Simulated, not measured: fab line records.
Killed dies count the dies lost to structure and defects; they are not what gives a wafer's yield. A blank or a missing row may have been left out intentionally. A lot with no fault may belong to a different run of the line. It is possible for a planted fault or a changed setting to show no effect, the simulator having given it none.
The tool behind it: which one? + flow gf180mcu + 6 lots, 18 wafers sampled, at 1 step of a route of 602

## WHAT THE GAUGES READ, wafer by wafer
GF_M2_THK_MEAS_06: measures by xrf.
| lot  | measured     | on            | M2_ALCU_THK (nm) |
|------|--------------|---------------|------------------|
| L199 | day 18 10:44 | film_metro-04 | 449 445 447      |
| L201 | day 19 02:30 | film_metro-01 | 444 447 448      |
| L203 | day 20 04:14 | film_metro-01 | 455 455 457      |
| L212 | day 23 10:26 | film_metro-01 | 453 455 451      |
| L217 | day 25 11:53 | film_metro-04 | 451 449 454      |
| L219 | day 25 21:19 | film_metro-01 | 443 444 442      |

## TOOL THAT RAN EACH LOT (tool first, then ch and the chambers of the sampled wafers, then the start)
Record: no process step prior to these readings.

## THE ANSWER, worked out from the rows above alone
Rule: what is usual is taken from the lots themselves. Put in order of their means at a reading, lots are off if they are a third of the lots or fewer, leave a main group of 4 or more, and stand apart from it by a gap of 3 or more times the standard deviation of the main group's means; of several such gaps the widest counts. A main group whose means are all the same, to the digits that the tables above print for the reading, isn't used. A lot without any number at a reading at which 4 lots or more have one is off too. Any other lot the step has rows for is counted as sound.
Across all readings shown, no lot is off: no conclusion can be drawn from this.

## WHAT THE SIMULATOR HAD PUT IN
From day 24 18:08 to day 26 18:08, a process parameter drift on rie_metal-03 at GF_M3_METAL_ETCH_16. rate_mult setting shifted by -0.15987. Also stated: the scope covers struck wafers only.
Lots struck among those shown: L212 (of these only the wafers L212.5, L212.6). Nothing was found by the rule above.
